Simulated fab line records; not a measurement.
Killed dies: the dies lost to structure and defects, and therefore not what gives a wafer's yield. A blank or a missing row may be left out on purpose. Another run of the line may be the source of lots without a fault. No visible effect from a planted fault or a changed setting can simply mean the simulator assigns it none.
Which tool did it? -- flow gf180mcu -- 45 wafers from 15 lots sampled at 2 of the route's 602 steps

## WHAT EACH GAUGE READ, for each wafer
GF_V5_RS_MEAS_24: measurement is done with a four-point probe. Usual: V5_W_RS typically reads 0.329 ohm/sq, with standard deviation 0.0039.
lot,measured,on,V5_W_RS (ohm/sq),flag
L822,day 27 02:46,film_metro-03,0.334 0.333 0.332,
L824,day 28 00:00,film_metro-02,0.327 0.326 0.331,
L825,day 28 01:17,film_metro-02,0.330 0.336 0.333,
L826,day 28 19:23,film_metro-01,0.332 0.336 0.333,
L828,day 29 04:10,film_metro-01,0.328 0.335 0.328,
L827,day 29 08:18,film_metro-02,0.333 0.334 0.334,
L829,day 29 13:13,film_metro-03,0.331 0.332 0.329,
L830,day 29 22:01,film_metro-02,0.332 0.336 0.339,
L831,day 30 06:35,film_metro-02,0.324 0.321 0.321,
L833,day 30 17:13,film_metro-02,0.326 0.330 0.328,
L836,day 31 12:18,film_metro-01,0.328 0.332 0.328,
L838,day 31 23:28,film_metro-01,0.331 0.331 0.329,
L839,day 32 05:14,film_metro-03,0.328 0.332 0.329,
L840,day 32 12:51,film_metro-03,0.333 0.330 0.328,
L845,day 33 14:14,film_metro-02,0.325 0.329 0.325,

## WHAT TOOL EACH LOT RAN ON (gives the tool, then ch and the chambers of the sampled wafers, and finally the start)
lot,GF_CONTACT_CVD_00
L822,"hdpcvd-01 ch 0,1, day 14 23:52"
L824,"hdpcvd-02 ch 0,1,2, day 15 22:38"
L825,"hdpcvd-02 ch 1,2, day 16 01:32"
L826,"hdpcvd-02 ch 1,2, day 16 19:43"
L828,"hdpcvd-01 ch 0,1,2, day 17 07:47"
L827,"hdpcvd-01 ch 0,2, day 17 10:19"
L829,"hdpcvd-02 ch 0,1,2, day 17 18:04"
L830,"hdpcvd-02 ch 0,1, day 18 03:15"
L831,"hdpcvd-02 ch 1,2, day 18 14:27"
L833,"hdpcvd-02 ch 0,1,2, day 19 06:01"
L836,"hdpcvd-02 ch 0,1,2, day 20 06:18"
L838,"hdpcvd-02 ch 0,1,2, day 20 22:14"
L839,"hdpcvd-02 ch 0,1,2, day 21 05:59"
L840,"hdpcvd-02 ch 0,1,2, day 21 18:18"
L845,"hdpcvd-01 ch 0,2, day 23 06:12"
- GF_CONTACT_CVD_00: deposits SiO2, target thk 300 nm, time 50 s.

## AS READ BY THE TOOLS THEMSELVES (means over the sampled wafers that have a number; for cases with no such wafer, the mark the record gives instead)
The record holds no such reading with a usual standard deviation.

## THE ANSWER, worked out from the rows above alone
Rule: lot off if the mean of its wafers having a number is beyond 3 standard deviations from the usual mean. Also off: a lot with no number at a reading for which 4 or more lots have one. Where the step has rows for the other lots, those lots are counted as sound. After the gauges, taken in route order, come the tools' own readings; for these a lot's mean is taken, as printed above. The first step at which some lot is off is used, and at that step the reading that is off furthest; a lot without a number counts as furthest.
Across all readings shown, no lot is off: no conclusion can be drawn from this.

## WHAT THE SIMULATOR HAD INSERTED
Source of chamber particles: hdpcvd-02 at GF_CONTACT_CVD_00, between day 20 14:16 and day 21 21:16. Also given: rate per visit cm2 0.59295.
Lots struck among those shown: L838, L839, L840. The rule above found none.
